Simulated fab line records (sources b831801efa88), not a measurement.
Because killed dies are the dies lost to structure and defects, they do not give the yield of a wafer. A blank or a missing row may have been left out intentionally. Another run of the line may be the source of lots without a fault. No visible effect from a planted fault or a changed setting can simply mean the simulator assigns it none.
Matching of chambers ; flow sky130 ; pecvd-02 running SKY_CAP2M_CVD_00: 3 sister chambers
The step deposits SiO2, target thk 15.5 nm. 6 wafers are shown with their chamber, then 8 later ones without.

## EACH WAFER AND ITS CHAMBER
wafer;chamber;heater power w (W)
L084.2;1;763
L084.4;2;549
L087.2;0;647
L087.4;1;671
L087.6;0;651
L089.2;2;613

## WAFERS WHOSE CHAMBER IS MISSING
wafer;heater power w (W)
L089.3;565
L089.4;595
L096.1;631
L096.2;591
L096.3;764
L096.4;634
L096.5;766
L096.6;598

## WHICH CHAMBER EACH ONE RAN IN
wafer;from the rows above;in truth
L089.3;can't be placed: 2 or 0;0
L089.4;can't be placed: 2 or 0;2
L096.1;can't be placed: 0 or 2 or 1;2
L096.2;can't be placed: 2 or 0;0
L096.3;can't be placed: 1 or 0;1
L096.4;can't be placed: 0 or 2 or 1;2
L096.5;can't be placed: 1 or 0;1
L096.6;can't be placed: 2 or 0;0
Correctly placed: 0 of 8. Cannot be placed on the basis of these rows: 8; the candidates contain the true chamber in 8. 0 placed wrongly.
How it was worked out, from the rows above alone: a wafer's distance from a chamber is the root of the sum, over the readings, of the square of ((its reading less the chamber's mean) divided by the reading's scatter). If the next closest chamber is less than 2 further off than the closest, the wafer can't be placed; otherwise it belongs to the closest. The mean given for a chamber averages the wafers shown for that chamber. The scatter: take each reading less its chamber's mean, square it, sum over the shown wafers, divide by the number of wafers less the number of chambers, and take the root.
